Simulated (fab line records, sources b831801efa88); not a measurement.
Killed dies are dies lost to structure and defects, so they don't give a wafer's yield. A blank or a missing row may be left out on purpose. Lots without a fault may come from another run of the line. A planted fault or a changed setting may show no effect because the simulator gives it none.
A struck lot beside a sound one | flow gf180mcu | 43 steps out of a route of 602
Sound: wafers L969.1, L969.2, L969.6. Struck: wafers L972.1, L972.2, L972.6. The cause comes at the end.
At each step with rows: each side's tool, then ch and its chambers, then its first start. Under that, the readings that differ: sound wafers | struck wafers | difference of the means | sigmas: that difference in standard deviations of wafers without a fault.
alike: readings whose means differ by less than 2 such deviations, and words and numbers that are the same on both sides. not compared: withheld readings, readings that some wafer has no value for, bounds like >300 that may hide the same value, and numbers for which the record gives no deviation and whose values overlap.
The two part at a step that has a row with sigmas, a row that says differs or no value, or rows on one side only. Numbers that don't overlap but have no deviation are shown without sigmas and don't part them. A reading that every wafer of one side lacks parts them only if that side has two wafers or more.

first, 4 steps without rows for these wafers: GF_V2_STRIP_19 (strips in post etch residue remover, time 1200 s); GF_V2_CLEAN_20 (cleans in DIW); GF_V2_SPUTTER_21 (material Ti, target thk 15 nm, time 80.02 s); GF_V2_SPUTTER_22 (material TiN, target thk 10 nm, time 40 s).
GF_V2_CVD_23: deposits W, target thk 350 nm, time 104.94 s.
  sound on cvd_w-01 ch 0,1, day 25 13:55; struck on cvd_w-01 ch 0,1, day 26 16:50
  alike: heater_power_w, susceptor_temp_C
GF_V2_RS_MEAS_24: measures by four-point-probe.
  sound on film_metro-04, day 25 14:02; struck on film_metro-04, day 26 16:56
  alike: V2_W_RS
GF_V2_THK_MEAS_25: measures by xrf.
  sound on film_metro-04, day 25 14:09; struck on film_metro-04, day 26 17:04
  alike: V2_W_THK
then, 3 steps without rows for these wafers: GF_V2_CMP_26 (polishes, stops on SiO2, t overpolish 15 s, target thk 0 nm); GF_M3_SPUTTER_00 (material Ti, target thk 37.5 nm, time 150 s); GF_M3_SPUTTER_01 (material TiN, target thk 30 nm, time 25 s).
GF_M3_SPUTTER_02: material AlCu, target thk 450 nm, time 23.9 s.
  sound on pvd_sputter-04, day 25 14:38; struck on pvd_sputter-04, day 26 17:33
  alike: chamber_pressure_pa, throttle_valve_pct
then, 1 step without rows for these wafers: GF_M3_SPUTTER_03 (material Ti, target thk 10 nm, time 6.7 s).
GF_M3_SPUTTER_04: material TiN, target thk 50 nm, time 41.7 s.
  sound on pvd_sputter-04, day 25 14:42; struck on pvd_sputter-04, day 26 17:36
  reading                  | sound                | struck               | difference | sigmas
  chamber_pressure_pa (Pa) | 0.3994 0.4005 0.4015 | 0.4612 0.4636 0.4631 | +0.0622    | +65
  alike: throttle_valve_pct
  not compared: model.TiN_of_M3_SPUTTER_04.thk_nm
GF_M3_RS_MEAS_05: measures by four-point-probe.
  sound on film_metro-01, day 25 14:44; struck on film_metro-04, day 26 17:38
  alike: M3_ALCU_RS
GF_M3_THK_MEAS_06: measures by xrf.
  sound on film_metro-01, day 25 14:51; struck on film_metro-04, day 26 17:46
  alike: M3_ALCU_THK
then, 7 steps without rows for these wafers: GF_M3_DEHYDRATE_07 (time 60 s); GF_M3_HMDS_08 (prime time 60 s); GF_M3_COAT_09 (resist thk 1000 nm); GF_M3_SOFTBAKE_10 (time 60 s); GF_M3_EXPOSE_11 (exposes mask Metal3, target cd 280 nm); GF_M3_PEB_12 (peb time 90 s); GF_M3_DEVELOP_13 (develop time 60 s).
GF_M3_CD_MEAS_14: target cd 280 nm.
  sound on cd_sem-01, day 26 12:09; struck on cd_sem-01, day 27 13:27
  alike: cd_nm
GF_M3_OVL_MEAS_15:
  sound on overlay-02, day 26 12:16; struck on overlay-01, day 27 13:34
  reading     | sound | struck     | difference | sigmas
  M3_OVL (nm) | 4 4 1 | -4 -18 -10 | -14        | -2
then, 1 step without rows for these wafers: GF_M3_METAL_ETCH_16 (etches the open film in Cl2/BCl3, stops on SiO2, target depth 750.8 nm, time 125.1 s).
GF_M3_STRIP_17: strips in O2/N2.
  sound on plasma_asher-02 ch 0,1, day 26 12:34; struck on plasma_asher-02 ch 0,1, day 27 13:44
  alike: drypump_motor_current_A, heater_power_w, oes_product_au, strip_time_to_endpoint_s
  not compared: rf_hours_counter_h
then, 3 steps without rows for these wafers: GF_M3_STRIP_18 (strips in post etch residue remover, time 1200 s); GF_M3_CLEAN_19 (cleans in DIW); GF_V3_CVD_00 (deposits SiO2, target thk 600 nm, time 100 s).
GF_V3_THK_MEAS_01:
  sound on film_metro-01, day 26 13:10; struck on film_metro-01, day 27 14:21
  alike: V3_CVD_00_THK
GF_V3_CVD_02: deposits SiO2 from TEOS, target thk 850 nm, time 94.851 s.
  sound on pecvd-04 ch 0,1,2, day 26 13:14; struck on pecvd-03 ch 1,2, day 27 14:25
  alike: heater_power_w, susceptor_temp_C
GF_V3_THK_MEAS_03:
  sound on film_metro-03, day 26 13:18; struck on film_metro-01, day 27 14:29
  alike: V3_CVD_02_THK
GF_V3_CMP_04: polishes SiO2.
  sound on cmp-02 ch 0,1,3, day 26 13:25; struck on cmp-01 ch 2,3, day 27 14:35
  alike: motor_current_A, platen_rpm, retaining_ring_pressure_frac, time_to_endpoint_s
GF_V3_BOW_MEAS_05:
  sound on film_metro-03, day 26 13:40; struck on film_metro-03, day 27 14:50
  alike: V3_BOW
then, 8 steps without rows for these wafers: GF_V3_DEHYDRATE_06 (time 60 s); GF_V3_HMDS_07 (prime time 60 s); GF_V3_COAT_08; GF_V3_COAT_09 (resist thk 1000 nm); GF_V3_SOFTBAKE_10 (time 60 s); GF_V3_EXPOSE_11 (exposes mask Via3, target cd 260 nm); GF_V3_PEB_12 (peb time 90 s); GF_V3_DEVELOP_13 (develop time 60 s).
GF_V3_STRIP_19: strips in post etch residue remover, time 1200 s.
  sound on wet_bench-01 ch 2, day 27 10:29; struck on wet_bench-01 ch 2, day 28 11:10
  alike: bath_guard_temp_C, bath_heat_duty_pct
  not compared: model.TiN_of_M3_SPUTTER_04.thk_nm

WHERE THEY PART
First at GF_M3_SPUTTER_04; last, within this record, at GF_M3_OVL_MEAS_15. Later steps at which nothing parts them and some readings are alike: GF_M3_STRIP_17, GF_V3_THK_MEAS_01, GF_V3_CVD_02, GF_V3_THK_MEAS_03, GF_V3_CMP_04, GF_V3_BOW_MEAS_05, GF_V3_STRIP_19.

WHY: what the simulator had put in
Process parameter drift: pvd_sputter-04, from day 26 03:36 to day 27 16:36, at GF_M3_SPUTTER_04. Setting chamber_pressure_pa, moved by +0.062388, from 0.4. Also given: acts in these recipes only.
